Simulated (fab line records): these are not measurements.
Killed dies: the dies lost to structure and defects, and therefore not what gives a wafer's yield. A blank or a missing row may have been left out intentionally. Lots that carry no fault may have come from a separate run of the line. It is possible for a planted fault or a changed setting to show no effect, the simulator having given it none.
2 desks looking at one fault / flow gf180mcu / each desk has only its own numbers; what lay behind them comes last

## DESK OF THE TOOL OWNER: pecvd-04
The tool's own readings at GF_V4_CVD_02 (deposits SiO2 from TEOS, target thk 850 nm, time 94.851 s): means of the sampled wafers that have a number, for each lot that ran on this tool. Marked OUT: a lot whose mean sits more than 4 standard deviations from the usual mean, which makes it out of limits; the brackets give that distance.
Columns: A = heater_power_w at GF_V4_CVD_02, usual 636 W
lot=L529; first seen here=day 25 09:22; A=547
lot=L542; first seen here=day 28 23:21; A=537
lot=L543; first seen here=day 29 05:44; A=534
This desk's finding: nothing out of limits on any of the 3 lots.

## THE METROLOGY DESK
Lot by lot, what the gauges showed, no matter which tool ran the lot: averages of those sampled wafers that carry a number. Marked OUT: a lot whose mean sits more than 4 standard deviations from the usual mean, which makes it out of limits; the brackets give that distance.
Columns: A = cd_nm at GF_M4_CD_MEAS_14, usual 279.9 nm; B = M4_OVL at GF_M4_OVL_MEAS_15, usual -1 nm; C = V4_CVD_00_THK at GF_V4_THK_MEAS_01, usual 600 nm; D = V4_CVD_02_THK at GF_V4_THK_MEAS_03, usual 852 nm
lot=L529; first seen here=day 25 08:26; A=279.7; B=-4; C=602; D=855
lot=L531; first seen here=day 25 14:22; A=278.0; B=3; C=606; D=868
lot=L542; first seen here=day 28 22:21; A=281.3; B=-6; C=597; D=849
lot=L543; first seen here=day 29 04:46; A=282.1; B=1; C=594; D=836
lot=L546; first seen here=day 30 01:11; A=281.7; B=3; C=599; D=856
lot=L547; first seen here=day 30 06:16; A=277.9; B=-7; C=610; D=840
This desk's finding: nothing out of limits on any of the 6 lots.

## BROUGHT TOGETHER
The tool owner's desk saw nothing out of limits.
The metrology desk saw nothing out of limits.

## WHAT HAD BEEN PUT IN BY THE SIMULATOR
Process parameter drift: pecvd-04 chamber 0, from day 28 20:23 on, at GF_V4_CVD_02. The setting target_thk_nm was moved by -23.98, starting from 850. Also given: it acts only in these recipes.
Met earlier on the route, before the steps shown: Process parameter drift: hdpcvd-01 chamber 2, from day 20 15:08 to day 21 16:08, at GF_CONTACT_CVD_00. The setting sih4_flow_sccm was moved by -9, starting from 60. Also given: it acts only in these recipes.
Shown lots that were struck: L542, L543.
